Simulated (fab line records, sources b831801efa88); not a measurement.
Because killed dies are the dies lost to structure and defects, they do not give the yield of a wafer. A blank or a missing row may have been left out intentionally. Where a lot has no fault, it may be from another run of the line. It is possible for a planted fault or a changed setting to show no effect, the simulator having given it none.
Chamber matching | flow sfqLine | SFQ_TRILAYER_I7_DEP_PECVD_183 on pecvd-02: 3 sister chambers
The step deposits SiO2 from SiH4/N2O, time 111.11 s, target thk 500 nm. 6 wafers are shown with their chamber, then 7 later ones without.

WAFERS PAIRED WITH THEIR CHAMBERS
wafer  | chamber | runLengthS (s) | throttleValvePct (%)
L254.3 | 1       | 138.5          | 24.6
L258.1 | 0       | 140.3          | 22.8
L258.2 | 1       | 138.5          | 25.0
L258.4 | 2       | 138.3          | 23.2
L261.2 | 2       | 138.0          | 23.0
L261.3 | 0       | 140.6          | 23.0

WAFERS WITHOUT THEIR CHAMBER
wafer  | runLengthS (s) | throttleValvePct (%)
L261.6 | 138.0          | 23.2
L262.3 | 138.6          | 25.3
L262.5 | 140.2          | 23.0
L262.6 | 138.2          | 23.2
L264.2 | 138.4          | 23.1
L264.3 | 138.5          | 25.4
L264.6 | 140.1          | 23.1

EACH ONE'S CHAMBER
wafer  | from the rows above | in truth
L261.6 | 2                   | 2
L262.3 | 1                   | 1
L262.5 | 0                   | 0
L262.6 | 2                   | 2
L264.2 | 2                   | 2
L264.3 | 1                   | 1
L264.6 | 0                   | 0
Correct placement for 7 of the 7. Can't be placed from these rows: 0. Wrongly placed: 0.
How it was worked out, from the rows above alone: a wafer's distance from a chamber is the root of the sum, over the readings, of the square of ((its reading less the chamber's mean) divided by the reading's scatter). The wafer belongs to the nearest chamber; if the next one is less than 2 further off, it can't be placed. For every chamber, the mean is computed from those of its wafers that are shown. The scatter is the square root of a quotient: the sum, over the shown wafers, of each reading's squared deviation from its chamber's mean, divided by wafers minus chambers.
